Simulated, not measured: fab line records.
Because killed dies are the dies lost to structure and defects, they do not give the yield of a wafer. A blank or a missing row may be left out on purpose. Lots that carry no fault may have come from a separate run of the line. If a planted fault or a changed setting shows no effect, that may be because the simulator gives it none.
Lot-split experiment | flow sky130 | 23 wafers read across 5 lots, on a route 708 steps long

THE SPLIT
At SKY_SONOS_ONO_EXPOSE_10 (exposes mask ONOM, target cd 410 nm), the setting doseMj was moved away from the recipe's 150 on 8 of the 23 wafers read, by -3.9% to +4.6%. All remaining wafers had this setting at the recipe value.

FROM THE SPLIT TO THE READING: what the file shows between them, 2 steps
- SKY_SONOS_ONO_PEB_11
- SKY_SONOS_ONO_DEVELOP_12: develop time 60 s

THE READING
At SKY_SONOS_ONO_CD_MEAS_13: cdNm in nanometres, against a target cd of 410 nm. A value of 409.9 nm with a standard deviation of 2.4 nm is what fault-free wafers of this fab line usually give.

wafer  | tool, chamber at the split | doseMj as run | against the recipe | cdNm, nm | against lot-mates on the recipe
L075.1 | ilineStepper-01, 0         | 156.9         | +4.6%              | 394.5    | -12.8
L075.2 | ilineStepper-01, 0         | 150           | recipe             | 407.3    | -
L075.3 | ilineStepper-01, 0         | 156.9         | +4.6%              | 393.1    | -14.1
L075.5 | ilineStepper-01, 0         | 156.9         | +4.6%              | 395.0    | -12.2
L075.6 | ilineStepper-01, 0         | 150           | recipe             | 407.2    | -
L076.2 | ilineStepper-01, 0         | 154.6         | +3.1%              | 404.9    | -7.7
L076.3 | ilineStepper-01, 0         | 150           | recipe             | 412.3    | -
L076.4 | ilineStepper-01, 0         | 150           | recipe             | 412.4    | -
L076.5 | ilineStepper-01, 0         | 154.6         | +3.1%              | 402.8    | -9.8
L076.6 | ilineStepper-01, 0         | 150           | recipe             | 413.0    | -
L079.3 | ilineStepper-02, 0         | 150           | recipe             | 413.3    | -
L079.5 | ilineStepper-02, 0         | 150           | recipe             | 410.4    | -
L079.6 | ilineStepper-02, 0         | 150           | recipe             | 412.6    | -
L082.1 | ilineStepper-01, 0         | 150           | recipe             | 409.2    | -
L082.2 | ilineStepper-01, 0         | 150           | recipe             | 411.4    | -
L082.3 | ilineStepper-01, 0         | 150           | recipe             | 409.9    | -
L082.4 | ilineStepper-01, 0         | 150           | recipe             | 409.9    | -
L082.5 | ilineStepper-01, 0         | 150           | recipe             | 409.6    | -
L084.1 | ilineStepper-01, 0         | 144.2         | -3.9%              | 423.5    | +12.1
L084.2 | ilineStepper-01, 0         | 144.2         | -3.9%              | 422.3    | +10.9
L084.4 | ilineStepper-01, 0         | 150           | recipe             | 412.1    | -
L084.5 | ilineStepper-01, 0         | 150           | recipe             | 410.6    | -
L084.6 | ilineStepper-01, 0         | 144.2         | -3.9%              | 423.5    | +12.1

FIT RESULTS
A straight line over all 23 wafers: cdNm changes by -3.26 nm for each +1% of doseMj; r = -0.97; the points scatter about the line by 2 nm.
The same after taking each lot's own level away (the mean of its wafers on the recipe; 23 wafers): -2.92 nm for each +1%; r = -0.99; scatter 0.84 nm.
According to that fit, moving doseMj by its largest amount changes the reading by 13 nm.
Across the lots, their own levels run from 407.25 to 412.57 nm, a range of 2.2 times the standard deviation given above.
So the slope is not independent of the lot-to-lot level: the two fits are not the same.
Check: -13.4 nm against its lot-mates is what the line predicts for one of the wafers moved furthest among these (+4.6%) when that wafer is left out of the fit. Against them it came out at -12.8 nm.

ADDITIONAL SPLITS CARRIED BY THESE WAFERS
Before the reading, these wafers also passed through other splits. Each is held against what the fit with the lots' levels taken away leaves over:
other split on the same wafers              | wafers away from the commonest value | r with cdNm (lot level and that fit taken away)
SKY_VT_ADJUST_HVTP_SOFTBAKE_03 tempC        | 10                                   | +0.19
SKY_VT_ADJUST_HVTP_IMPLANT_09 doseCm2       | 7                                    | +0.07
SKY_VT_ADJUST_LVTN_IMPLANT_08 doseCm2       | 8                                    | +0.08
SKY_VT_ADJUST_LVTN_IMPLANT_19 energyKev     | 7                                    | -0.10
SKY_VT_ADJUST_NCORE_DEVELOP_06 developTimeS | 6                                    | +0.10
SKY_VT_ADJUST_HVTR_IMPLANT_09 doseCm2       | 7                                    | -0.28
SKY_VT_ADJUST_PCH_SOFTBAKE_03 tempC         | 10                                   | -0.21
SKY_VT_ADJUST_PCH_IMPLANT_08 doseCm2        | 5                                    | -0.01
SKY_SONOS_TUNNEL_IMPLANT_09 energyKev       | 10                                   | +0.10
SKY_SONOS_ONO_CVD_04 pressureMtorr          | 10                                   | -0.09

THE WHOLE CHAIN: every reading that the file lists as answering this split, in the file's order
step                     | what it does                                                       | reading                                                         | change (the file's fit)              | r (the file's)
SKY_SONOS_ONO_CD_MEAS_13 | target cd 410 nm                                                   | cdNm                                                            | -2.9 nm for each +1% of the setting  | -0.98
SKY_SONOS_ONO_ETCH_15    | etches the open film in CHF3/O2, target depth 19.52 nm, time 7.8 s | SONOS_ONO.cdNm (the simulator's own value, which no gauge read) | -2.92 nm for each +1% of the setting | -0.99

FILE'S OWN FIT
cdNm changes by -2.9 nm for each +1% of doseMj, r = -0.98.
